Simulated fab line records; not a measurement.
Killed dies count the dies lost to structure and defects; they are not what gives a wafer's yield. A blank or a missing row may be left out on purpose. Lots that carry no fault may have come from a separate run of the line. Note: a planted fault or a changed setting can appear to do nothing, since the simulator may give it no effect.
Matching of chambers :: flow sky130 :: cmp-02 running SKY_CONTACT_CMP_27: 4 sister chambers
The step polishes, stops on SiO2, t overpolish 15 s, target thk 0 nm. 16 wafers are shown with their chamber, then 8 later ones without.

== WAFERS WITH THEIR CHAMBER ==
wafer: L201.3
chamber: 3
motor-current-A (A): 9.7
slurry-flow-ml-min: 150.2
time-to-endpoint-s (s): 87

wafer: L201.4
chamber: 2
motor-current-A (A): 10.7
slurry-flow-ml-min: 150.3
time-to-endpoint-s (s): 87

wafer: L201.5
chamber: 1
motor-current-A (A): 12.9
slurry-flow-ml-min: 150.0
time-to-endpoint-s (s): 80

wafer: L202.1
chamber: 2
motor-current-A (A): 10.3
slurry-flow-ml-min: 150.3
time-to-endpoint-s (s): 88

wafer: L202.2
chamber: 0
motor-current-A (A): 11.1
slurry-flow-ml-min: 149.5
time-to-endpoint-s (s): 82

wafer: L202.5
chamber: 0
motor-current-A (A): 11.3
slurry-flow-ml-min: 150.1
time-to-endpoint-s (s): 80

wafer: L203.2
chamber: 2
motor-current-A (A): 10.1
slurry-flow-ml-min: 149.6
time-to-endpoint-s (s): 85

wafer: L203.5
chamber: 2
motor-current-A (A): 10.5
slurry-flow-ml-min: 149.5
time-to-endpoint-s (s): 84

wafer: L203.6
chamber: 1
motor-current-A (A): 12.7
slurry-flow-ml-min: 149.3
time-to-endpoint-s (s): 79

wafer: L206.1
chamber: 2
motor-current-A (A): 10.2
slurry-flow-ml-min: 150.4
time-to-endpoint-s (s): 82

wafer: L206.3
chamber: 0
motor-current-A (A): 11.2
slurry-flow-ml-min: 149.5
time-to-endpoint-s (s): 79

wafer: L206.4
chamber: 3
motor-current-A (A): 9.8
slurry-flow-ml-min: 150.5
time-to-endpoint-s (s): 84

wafer: L216.1
chamber: 0
motor-current-A (A): 11.4
slurry-flow-ml-min: 150.4
time-to-endpoint-s (s): 75

wafer: L216.2
chamber: 3
motor-current-A (A): 10.1
slurry-flow-ml-min: 150.9
time-to-endpoint-s (s): 70

wafer: L216.6
chamber: 0
motor-current-A (A): 11.2
slurry-flow-ml-min: 149.7
time-to-endpoint-s (s): 72

wafer: L218.2
chamber: 0
motor-current-A (A): 11.5
slurry-flow-ml-min: 150.3
time-to-endpoint-s (s): 81

SIGNATURES, as means of the wafers listed above
reading: motor-current-A
chamber 0: 11.283
chamber 1: 12.800
chamber 2: 10.360
chamber 3: 9.867
scatter within a chamber: 0.193

reading: slurry-flow-ml-min
chamber 0: 149.917
chamber 1: 149.650
chamber 2: 150.020
chamber 3: 150.533
scatter within a chamber: 0.413

reading: time-to-endpoint-s
chamber 0: 78.17
chamber 1: 79.50
chamber 2: 85.20
chamber 3: 80.33
scatter within a chamber: 4.68
Rule: for each reading, subtract the chamber's mean from the wafer's reading, divide by that reading's scatter and square the result; add these up over the readings and take the root, which gives the wafer's distance from the chamber. The wafer belongs to the nearest chamber; if the next one is less than 2 further off, it can't be placed. The scatter: the root of (the sum of the squares of (reading less its chamber's mean) over the shown wafers, divided by (wafers less chambers)).

== WAFERS WHOSE CHAMBER IS MISSING ==
wafer: L218.4
motor-current-A (A): 10.4
slurry-flow-ml-min: 150.8
time-to-endpoint-s (s): 87

wafer: L218.6
motor-current-A (A): 9.9
slurry-flow-ml-min: 149.4
time-to-endpoint-s (s): 76

wafer: L219.1
motor-current-A (A): 10.1
slurry-flow-ml-min: 149.4
time-to-endpoint-s (s): 86

wafer: L219.3
motor-current-A (A): 13.4
slurry-flow-ml-min: 150.6
time-to-endpoint-s (s): 80

wafer: L219.6
motor-current-A (A): 10.3
slurry-flow-ml-min: 149.5
time-to-endpoint-s (s): 86

wafer: L220.1
motor-current-A (A): 10.1
slurry-flow-ml-min: 149.3
time-to-endpoint-s (s): 84

wafer: L220.2
motor-current-A (A): 10.1
slurry-flow-ml-min: 149.9
time-to-endpoint-s (s): 82

wafer: L220.4
motor-current-A (A): 11.0
slurry-flow-ml-min: 149.5
time-to-endpoint-s (s): 78

== EACH ONE'S CHAMBER ==
wafer: L218.4
from the rows above: can't be placed: 2 or 3
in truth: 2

wafer: L218.6
from the rows above: can't be placed: 3 or 2
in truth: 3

wafer: L219.1
from the rows above: can't be placed: 2 or 3
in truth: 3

wafer: L219.3
from the rows above: 1
in truth: 1

wafer: L219.6
from the rows above: 2
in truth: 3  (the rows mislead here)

wafer: L220.1
from the rows above: can't be placed: 2 or 3
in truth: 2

wafer: L220.2
from the rows above: can't be placed: 2 or 3
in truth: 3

wafer: L220.4
from the rows above: 0
in truth: 0
2 of 8 placed correctly. From these rows, 5 cannot be placed; in 5 the true chamber is one of the candidates. Number placed wrongly: 1.
